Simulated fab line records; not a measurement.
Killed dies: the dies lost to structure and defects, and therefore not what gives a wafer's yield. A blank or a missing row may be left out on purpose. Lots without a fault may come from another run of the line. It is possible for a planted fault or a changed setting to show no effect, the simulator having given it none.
Struck lot and sound lot, side by side    flow sfq line    13 steps out of a route of 325
Sound: the wafers L516.2, L516.3, L516.6. Wafers L504.1, L504.2, L504.3 were the ones struck. The cause is given at the end.
For every step that has rows: the tool of each side, followed by ch and its chambers, followed by its first start. Under that, the readings that differ: sound wafers    struck wafers    difference of the means    sigmas: that difference in standard deviations of wafers without a fault.
alike: a reading whose means differ by less than 2 such deviations, as well as words and numbers matching on both sides. not compared: withheld readings; readings where some wafer has no value; bounds like >300 that might hide an equal value; numbers whose values overlap and for which the record gives no deviation.
A row with sigmas, a row that says differs or no value, or rows on one side alone: a step with any of these is where the two part. Non-overlapping numbers with no deviation appear without sigmas and do not part them. A reading that every wafer of one side lacks parts them only if that side has two wafers or more.

SFQ_I6_OVL_MEAS_942:
  sound on overlay-02 at day 82 12:56; struck on overlay-02 at day 77 18:55
  alike: I6_OVL
SFQ_TRILAYER_I6_VIA_BARC_OPEN_VIA_ETCH_235: etches BARC in O2, target depth 125 nm, time 41.7 s.
  sound on rie diel-02 ch 2,3, day 82 12:58; struck on rie diel-01 ch 0,2,3, day 77 18:57
  alike: drypump motor current A, oes product au
  not compared: rf hours counter h
SFQ_TRILAYER_I6_VIA_ETCH_VIA_ETCH_172: etches SiO2 in CHF3, stops on Nb, target depth 260 nm.
  sound on rie diel-02 ch 2,3, day 82 13:01; struck on rie diel-01 ch 0,2,3, day 77 18:59
  alike: drypump motor current A, oes product au
SFQ_TRILAYER_I6_VIA_STRIP_STRIP_173: strips in O2.
  sound on rie metal-01 ch 1, day 82 13:11; struck on rie metal-01 ch 0,1, day 77 19:07
  alike: drypump motor current A, oes product au
  not compared: rf hours counter h
then, 2 steps without rows for these wafers: SFQ_TRILAYER_I6_VIA_STRIP_SOLV_CLEAN_174 (cleans in NMP, time 600 s); SFQ_TRILAYER_M7_DEP_PRE_CLEAN_176 (time 22.5 s).
SFQ_TRILAYER_M7_DEP_SPUTTER_175: material Nb, target thk 200 nm, time 133.3 s.
  sound on pvd sputter-03 at day 82 14:00; struck on pvd sputter-03 at day 77 19:55
  alike: throttle valve pct
SFQ_M7_RS_MEAS_943: measurement is done with a four-point probe.
  sound on film metro-01 at day 82 14:07; struck on film metro-02 at day 77 20:00
  alike: M7_NB_RS
then, 3 steps without rows for these wafers: SFQ_TRILAYER_M7_LITHO_COAT_182 (resist thk 62 nm); SFQ_TRILAYER_M7_LITHO_COAT_177 (resist thk 600 nm); SFQ_TRILAYER_M7_LITHO_SOFTBAKE_181.
-- the record jumps here: 4 days lie between the struck wafers' starts before and after --
SFQ_TRILAYER_M7_LITHO_EXPOSE_178: exposes mask M7, target cd 500 nm.
  sound on krf scanner-02 ch 0, day 86 20:49; struck on krf scanner-01, day 81 19:01
  no value came back on the struck wafers for exposure dose mJ cm2, focus offset nm (nm), stage vel mm s (mm/s); on the sound wafers exposure dose mJ cm2 reads 14.416 14.409 14.420
  alike: mask
then, 1 step without rows for these wafers: SFQ_TRILAYER_M7_LITHO_PEB_180 (peb time 60 s).

== WHERE THEY PART ==
Only at SFQ_TRILAYER_M7_LITHO_EXPOSE_178, within this record.

WHY: whatever the simulator had introduced
Beginning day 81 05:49, the whole step at SFQ_TRILAYER_M7_LITHO_EXPOSE_178 was skipped on krf scanner-01. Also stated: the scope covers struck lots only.
